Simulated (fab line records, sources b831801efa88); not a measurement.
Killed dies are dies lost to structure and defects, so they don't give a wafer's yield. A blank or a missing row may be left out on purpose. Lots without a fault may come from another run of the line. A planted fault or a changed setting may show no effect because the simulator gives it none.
Tool commonality check | flow gf180mcu | 13 lots, 39 wafers sampled

WHY IT WAS OPENED
At GF_HV_LDD_RS_MEAS_53 the reading HV_LDD_RS is flagged on 2 of 13 lots. Wafers without a fault read 418.1 ohm/sq, standard deviation 0.85.
Rule: a lot is flagged when every wafer of it that has a number lies more than 4 standard deviations from that mean, or none has a number. The other lots count as sound.

lot  | measured     | on            | HV_LDD_RS (ohm/sq), wafer by wafer | flag
L285 | day 12 10:37 | film_metro-03 | 418.2 418.7 418.2                  |
L286 | day 13 02:36 | film_metro-04 | 418.6 418.8 417.8                  |
L287 | day 13 03:10 | film_metro-03 | 417.8 417.7 417.8                  |
L289 | day 13 18:16 | film_metro-01 | 417.9 417.3 418.1                  |
L288 | day 13 18:42 | film_metro-04 | 417.3 417.0 417.4                  |
L292 | day 15 00:27 | film_metro-04 | 417.7 417.3 417.3                  |
L293 | day 15 12:17 | film_metro-03 | 418.0 417.9 418.2                  |
L295 | day 15 22:06 | film_metro-03 | 418.3 419.5 419.0                  |
L296 | day 16 06:34 | film_metro-04 | 419.2 418.9 419.3                  |
L300 | day 17 06:18 | film_metro-03 | 409.6 410.0 409.8                  | FLAGGED
L303 | day 18 07:42 | film_metro-04 | 410.9 410.1 410.8                  | FLAGGED
L305 | day 18 22:15 | film_metro-04 | 418.2 418.1 418.2                  |
L308 | day 20 03:22 | film_metro-03 | 417.2 418.8 418.3                  |
The numbers of the flagged lots are 410.2 ohm/sq on average: -7.9 ohm/sq against the usual, or -9 standard deviations.

WHICH TOOL RAN EACH LOT
The record holds 1 process step before the reading, out of a route of 602 steps. In each cell: the tool, then ch and the chambers that the sampled wafers went through, then the start.
lot  | flag    | GF_HV_LDD_IMPLANT_09
L285 |         | implanter-04 ch 0, day 10 03:33
L286 |         | implanter-02 ch 0, day 10 17:08
L287 |         | implanter-02 ch 0, day 10 17:15
L289 |         | implanter-04 ch 0, day 11 08:04
L288 |         | implanter-02 ch 0, day 11 08:20
L292 |         | implanter-02 ch 0, day 12 09:53
L293 |         | implanter-04 ch 0, day 12 21:00
L295 |         | implanter-02 ch 0, day 13 04:59
L296 |         | implanter-04 ch 0, day 13 13:56
L300 | FLAGGED | implanter-04 ch 0, day 14 11:19
L303 | FLAGGED | implanter-04 ch 0, day 15 10:38
L305 |         | implanter-02 ch 0, day 15 23:47
L308 |         | implanter-03 ch 0, day 17 02:31
What these steps do:
- GF_HV_LDD_IMPLANT_09
- GF_HV_LDD_RS_MEAS_53: measures by four-point-probe.

FLAGGED OVER TOTAL, TOOL BY TOOL (the gauges that took the reading come last)
step                 | tool          | lots run | flagged | share of the flagged lots | sound lots run after its first flagged lot
GF_HV_LDD_IMPLANT_09 | implanter-02  | 6        | 0       | none                      | -
GF_HV_LDD_IMPLANT_09 | implanter-03  | 1        | 0       | none                      | -
GF_HV_LDD_IMPLANT_09 | implanter-04  | 6        | 2       | all                       | 0
GF_HV_LDD_RS_MEAS_53 | film_metro-01 | 1        | 0       | none                      | -
GF_HV_LDD_RS_MEAS_53 | film_metro-03 | 6        | 1       | some                      | 1 (L308)
GF_HV_LDD_RS_MEAS_53 | film_metro-04 | 6        | 1       | some                      | 1 (L305)

WHAT THE TABLE ALLOWS
1 row of the table ran every flagged lot: implanter-04 at GF_HV_LDD_IMPLANT_09.
- implanter-04 at GF_HV_LDD_IMPLANT_09: 2 of its 6 lots flagged. Its last sound lot is L296 (day 13 13:56), its first flagged lot L300 (day 14 11:19): a fault that began between those two fits. Its own readings lie more than 4 standard deviations out on every wafer of the flagged lots: dose_ions_cm2.
One tool is left: implanter-04 at GF_HV_LDD_IMPLANT_09.

WHAT THE SIMULATOR HAD PUT IN
Process parameter drift: implanter-04, from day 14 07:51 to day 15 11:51, at GF_HV_LDD_IMPLANT_09. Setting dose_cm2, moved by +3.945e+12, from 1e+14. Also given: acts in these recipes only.
Lots struck among those shown: L300, L303. The rule above found the same.
